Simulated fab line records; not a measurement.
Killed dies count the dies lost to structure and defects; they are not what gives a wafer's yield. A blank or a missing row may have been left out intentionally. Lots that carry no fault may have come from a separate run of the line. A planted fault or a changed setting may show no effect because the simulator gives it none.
Which tool did it?	flow gf180mcu	Sampling: 24 lots, 72 wafers, 6 of 602 route steps

## WHAT THE GAUGES READ, wafer by wafer
GF_V2_CD_MEAS_14: the cd target is 260 nm.
lot	measured	on	cd_nm (nm)
L074	day 20 06:11	cd_sem-02	261.5 261.5 260.7
L075	day 20 15:03	cd_sem-02	261.4 261.0 260.3
L076	day 21 02:53	cd_sem-02	258.4 259.2 258.6
L077	day 21 13:16	cd_sem-02	259.5 259.0 259.7
L078	day 21 22:14	cd_sem-01	258.1 259.2 260.3
L079	day 22 08:28	cd_sem-01	258.4 259.2 258.0
L080	day 22 10:28	cd_sem-02	261.2 259.5 260.4
L081	day 23 03:43	cd_sem-02	257.9 258.7 257.3
L082	day 23 04:22	cd_sem-02	261.1 260.2 259.7
L083	day 23 19:01	cd_sem-02	259.9 258.8 260.3
L084	day 24 00:25	cd_sem-02	260.7 260.5 261.2
L085	day 24 14:26	cd_sem-02	260.0 260.0 259.6
L086	day 24 17:04	cd_sem-01	260.7 260.3 259.4
L087	day 24 22:49	cd_sem-02	261.6 262.1 262.2
L088	day 25 09:25	cd_sem-02	261.3 260.5 262.4
L089	day 25 13:50	cd_sem-02	261.1 260.4 260.2
L090	day 25 18:34	cd_sem-01	259.5 259.6 260.0
L091	day 26 04:59	cd_sem-02	257.6 258.9 257.5
L092	day 26 11:08	cd_sem-01	258.4 259.1 258.2
L093	day 26 20:07	cd_sem-02	258.6 259.3 258.8
L094	day 27 05:08	cd_sem-02	259.7 258.8 258.2
L095	day 27 11:00	cd_sem-01	258.9 260.2 258.0
L096	day 27 14:01	cd_sem-02	260.1 260.5 259.4
L097	day 28 03:52	cd_sem-01	259.5 260.0 260.5

GF_V4_THK_MEAS_03.
lot	measured	on	V4_CVD_02_THK (nm)
L074	day 23 10:47	film_metro-02	859 848 869
L075	day 23 18:42	film_metro-04	869 841 857
L076	day 24 06:52	film_metro-04	842 865 839
L077	day 24 16:14	film_metro-01	827 854 845
L078	day 24 23:08	film_metro-04	830 849 865
L079	day 25 09:03	film_metro-02	836 852 852
L080	day 25 10:42	film_metro-02	847 855 879
L081	day 26 02:10	film_metro-01	839 844 837
L082	day 26 03:10	film_metro-02	829 864 858
L083	day 26 16:34	film_metro-04	862 854 864
L084	day 26 22:05	film_metro-04	832 837 844
L085	day 27 11:33	film_metro-04	837 858 850
L086	day 27 14:31	film_metro-02	866 846 856
L087	day 27 18:10	film_metro-02	861 877 869
L088	day 28 04:16	film_metro-02	852 833 847
L089	day 28 09:43	film_metro-04	827 832 858
L090	day 28 13:37	film_metro-01	842 857 853
L091	day 28 22:32	film_metro-02	842 859 868
L092	day 29 05:17	film_metro-04	827 853 852
L093	day 29 12:43	film_metro-02	859 854 878
L094	day 29 21:29	film_metro-01	845 856 854
L095	day 30 02:01	film_metro-01	827 855 857
L096	day 30 05:11	film_metro-04	844 883 846
L097	day 30 17:59	film_metro-04	844 858 855

GF_V4_RS_MEAS_24: the measuring method here is four-point-probe.
lot	measured	on	V4_W_RS (ohm/sq)
L074	day 24 10:10	film_metro-04	0.334 0.334 0.331
L075	day 24 18:44	film_metro-04	0.322 0.324 0.326
L076	day 25 06:05	film_metro-04	0.326 0.327 0.328
L077	day 25 15:18	film_metro-01	0.325 0.330 0.332
L078	day 25 22:00	film_metro-04	0.330 0.324 0.325
L079	day 26 07:59	film_metro-04	0.327 0.328 0.324
L080	day 26 08:59	film_metro-01	0.324 0.322 0.321
L081	day 27 00:00	film_metro-01	0.322 0.327 0.324
L082	day 27 01:35	film_metro-04	0.324 0.326 0.325
L083	day 27 14:14	film_metro-01	0.326 0.323 0.324
L084	day 27 19:16	film_metro-01	0.319 0.325 0.330
L085	day 28 08:43	film_metro-01	0.323 0.321 0.329
L086	day 28 11:52	film_metro-01	0.329 0.335 0.333
L087	day 28 15:26	film_metro-04	0.326 0.320 0.328
L088	day 29 01:10	film_metro-04	0.325 0.319 0.322
L089	day 29 06:46	film_metro-02	0.321 0.319 0.319
L090	day 29 10:02	film_metro-01	0.322 0.320 0.323
L091	day 29 18:51	film_metro-01	0.331 0.329 0.332
L092	day 30 01:48	film_metro-02	0.326 0.328 0.323
L093	day 30 08:54	film_metro-04	0.331 0.332 0.334
L094	day 30 17:42	film_metro-01	0.319 0.323 0.322
L095	day 30 21:43	film_metro-01	0.330 0.330 0.328
L096	day 31 01:09	film_metro-01	0.334 0.330 0.330
L097	day 31 13:12	film_metro-02	0.327 0.322 0.328

GF_M5_OVL_MEAS_08.
lot	measured	on	M5_OVL (nm)
L074	day 26 06:19	overlay-02	-12 -9 -12
L075	day 26 13:55	overlay-02	-13 -3 -14
L076	day 27 01:54	overlay-02	3 0 0
L077	day 27 09:43	overlay-01	-6 -7 -5
L078	day 27 16:13	overlay-02	1 -2 0
L079	day 28 02:27	overlay-02	-5 3 -4
L080	day 28 02:54	overlay-02	-13 -11 -12
L081	day 28 17:39	overlay-01	3 -1 3
L082	day 28 18:01	overlay-01	-11 -10 -2
L083	day 29 06:52	overlay-02	-14 -15 -9
L084	day 29 11:47	overlay-01	-4 -6 1
L085	day 29 23:09	overlay-01	-15 -6 -9
L086	day 30 03:03	overlay-02	-7 -1 0
L087	day 30 06:34	overlay-01	-8 -12 -11
L088	day 30 15:41	overlay-01	-3 -2 -6
L089	day 30 20:15	overlay-02	-11 -8 -7
L090	day 31 00:07	overlay-01	-8 -5 -2
L091	day 31 08:07	overlay-02	-7 -11 -9
L092	day 31 14:56	overlay-02	-3 -11 -12
L093	day 31 21:42	overlay-02	-4 -2 -10
L094	day 32 05:35	overlay-01	-9 -3 -6
L095	day 32 09:03	overlay-02	-5 -6 -9
L096	day 32 12:43	overlay-01	-6 -6 -5
L097	day 32 23:36	overlay-02	-10 -11 -14

GF_PASSIVATION_BOW_MEAS_14.
lot	measured	on	PASSIVATION_BOW (um)
L074	day 28 23:32	film_metro-04	129 134 137
L075	day 29 07:29	film_metro-01	143 143 156
L076	day 29 18:46	film_metro-02	124 125 130
L077	day 30 01:21	film_metro-01	148 143 153
L078	day 30 08:15	film_metro-02	134 128 130
L079	day 30 16:07	film_metro-04	130 123 127
L080	day 30 16:31	film_metro-02	142 143 138
L081	day 31 06:57	film_metro-02	144 133 131
L082	day 31 07:13	film_metro-01	149 135 145
L083	day 31 20:06	film_metro-04	137 129 141
L084	day 31 23:28	film_metro-01	130 138 122
L085	day 32 10:13	film_metro-01	136 145 145
L086	day 32 13:39	film_metro-04	125 123 121
L087	day 32 16:47	film_metro-01	148 142 145
L088	day 33 00:58	film_metro-02	127 129 129
L089	day 33 05:02	film_metro-04	138 129 132
L090	day 33 08:16	film_metro-01	136 146 151
L091	day 33 14:40	film_metro-01	134 134 122
L092	day 33 21:46	film_metro-01	129 125 133
L093	day 34 04:15	film_metro-01	135 129 132
L094	day 34 11:19	film_metro-02	122 119 122
L095	day 34 13:45	film_metro-04	152 157 150
L096	day 34 16:57	film_metro-02	134 124 145
L097	day 35 02:31	film_metro-02	140 146 146

## TOOL THAT RAN EACH LOT (tool first, then ch and the chambers of the sampled wafers, then the start)
lot	GF_TOP_METAL_METAL_ETCH_16
L074	rie_metal-04 ch 0,1, day 28 01:41
L075	rie_metal-01 ch 0, day 28 09:17
L076	rie_metal-04 ch 0,1, day 28 20:35
L077	rie_metal-01 ch 0,1, day 29 04:08
L078	rie_metal-02 ch 0,1, day 29 10:20
L079	rie_metal-02 ch 0,1, day 29 18:50
L080	rie_metal-01 ch 0,1, day 29 19:59
L081	rie_metal-01 ch 0,1, day 30 09:56
L082	rie_metal-04 ch 0,1, day 30 10:14
L083	rie_metal-01 ch 1, day 30 23:59
L084	rie_metal-04 ch 0,1, day 31 03:38
L085	rie_metal-01 ch 1, day 31 14:16
L086	rie_metal-04 ch 0,1, day 31 17:56
L087	rie_metal-04 ch 0,1, day 31 20:59
L088	rie_metal-02 ch 0,1, day 32 04:53
L089	rie_metal-04 ch 0,1, day 32 10:07
L090	rie_metal-04 ch 0,1, day 32 13:11
L091	rie_metal-02 ch 1, day 32 19:58
L092	rie_metal-04 ch 0,1, day 33 02:58
L093	rie_metal-01 ch 0,1, day 33 09:53
L094	rie_metal-04 ch 0,1, day 33 16:56
L095	rie_metal-04 ch 0,1, day 33 20:23
L096	rie_metal-01 ch 0,1, day 33 23:17
L097	rie_metal-02 ch 0,1, day 34 09:10
- GF_TOP_METAL_METAL_ETCH_16: etches the open film in Cl2/BCl3, stops on SiO2, target depth 1077.5 nm, time 179.6 s.

## WHAT THE TOOLS THEMSELVES READ (means of the sampled wafers that have a number; where no wafer has one, the mark that the record gives instead)
GF_TOP_METAL_METAL_ETCH_16.
lot	tool	drypump_motor_current_A (A)	oes_product_au (a.u.)	throttle_valve_pct (%)
L074	rie_metal-04	6.3	0.958	28.271
L075	rie_metal-01	5.9	0.970	28.256
L076	rie_metal-04	6.3	0.970	28.248
L077	rie_metal-01	5.8	0.966	28.249
L078	rie_metal-02	6.0	0.970	28.261
L079	rie_metal-02	6.0	0.981	28.246
L080	rie_metal-01	5.8	0.966	28.258
L081	rie_metal-01	5.8	0.970	28.243
L082	rie_metal-04	6.3	0.955	28.261
L083	rie_metal-01	5.5	0.961	28.254
L084	rie_metal-04	6.3	0.954	28.263
L085	rie_metal-01	5.5	0.961	28.256
L086	rie_metal-04	6.3	0.967	28.259
L087	rie_metal-04	6.3	0.970	28.254
L088	rie_metal-02	6.0	0.959	28.265
L089	rie_metal-04	6.3	0.967	28.246
L090	rie_metal-04	6.3	0.968	28.253
L091	rie_metal-02	5.8	0.958	28.249
L092	rie_metal-04	6.3	0.975	28.259
L093	rie_metal-01	5.8	0.966	28.262
L094	rie_metal-04	6.3	0.963	28.259
L095	rie_metal-04	6.2	0.963	28.261
L096	rie_metal-01	5.8	0.962	28.264
L097	rie_metal-02	6.0	0.964	28.259

## THE ANSWER, worked out from the rows above alone
Rule: usual is defined by the lots themselves. The widest of any qualifying gaps counts: lots, ordered by their means at a reading, are off when they make up no more than a third of the lots, leave a main group of 4 or more, and stand apart from it by 3 or more times the standard deviation of that group's means. Not used: any main group whose means are identical at the precision the tables above print for the reading. A lot without any number at a reading at which 4 lots or more have one is off too. Any other lot the step has rows for is counted as sound. The gauges are gone through in route order, then the tools' own readings, and for those a lot's mean is taken as printed above. The first step at which some lot is off is used, and at that step the reading that is off furthest; a lot without a number counts as furthest.
None of the lots is off at any reading shown; this tells nothing.

## WHAT THE SIMULATOR HAD INSERTED
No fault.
